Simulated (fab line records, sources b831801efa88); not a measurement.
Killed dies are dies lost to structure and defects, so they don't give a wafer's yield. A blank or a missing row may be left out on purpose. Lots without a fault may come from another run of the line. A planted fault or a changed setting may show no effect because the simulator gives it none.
Which tool did it? | flow gf180mcu | 6 lots, 18 wafers sampled, at 3 steps of a route of 602

WHAT THE GAUGES READ, wafer by wafer
GF_V4_OVL_MEAS_15.
lot  | measured     | on         | V4_OVL (nm)
L336 | day 24 19:06 | overlay-02 | 3 3 -3
L340 | day 26 04:55 | overlay-01 | 8 10 5
L348 | day 28 14:55 | overlay-01 | 2 2 1
L352 | day 29 19:55 | overlay-02 | 2 -1 1
L355 | day 30 16:58 | overlay-01 | 4 -3 4
L358 | day 31 05:45 | overlay-02 | -3 -3 -4

WHICH TOOL RAN EACH LOT (tool, then ch and the chambers of the sampled wafers, then the start)
lot  | GF_SAB_ETCH_11                     | GF_M2_STRIP_18
L336 | rie_diel-04 ch 0,1,2, day 15 12:20 | wet_bench-03 ch 3, day 19 15:27
L340 | rie_diel-03 ch 0,1, day 17 00:05   | wet_bench-04 ch 0, day 21 05:26
L348 | rie_diel-03 ch 0,1, day 19 18:51   | wet_bench-03 ch 1, day 23 23:44
L352 | rie_diel-03 ch 0,2,3, day 21 07:56 | wet_bench-01 ch 3, day 25 08:35
L355 | rie_diel-03 ch 0,1,3, day 22 09:35 | wet_bench-04 ch 3, day 26 07:34
L358 | rie_diel-01 ch 1,2,3, day 23 04:05 | wet_bench-01 ch 1, day 27 01:28
- GF_SAB_ETCH_11: etches SiO2 in C4F8/O2/Ar, target depth 55 nm, time 8.5 s.
- GF_M2_STRIP_18: strips in post etch residue remover, time 1200 s.

THE ANSWER, worked out from the rows above alone
Rule: what is usual is taken from the lots themselves. Put in order of their means at a reading, lots are off if they are a third of the lots or fewer, leave a main group of 4 or more, and stand apart from it by a gap of 3 or more times the standard deviation of the main group's means; of several such gaps the widest counts. A main group whose means are all the same, to the digits that the tables above print for the reading, isn't used. A lot without any number at a reading at which 4 lots or more have one is off too. The other lots that the step has rows for count as sound.
Off: L340, at GF_V4_OVL_MEAS_15 (V4_OVL). The main group: mean 0 nm, standard deviation 1.9.
A tool fits if, at a process step before that reading, it ran every lot that is off, and no sound lot after the first of them. The gauges at GF_V4_OVL_MEAS_15 are tried like those tools. None of those tried fits.

WHAT THE SIMULATOR HAD PUT IN
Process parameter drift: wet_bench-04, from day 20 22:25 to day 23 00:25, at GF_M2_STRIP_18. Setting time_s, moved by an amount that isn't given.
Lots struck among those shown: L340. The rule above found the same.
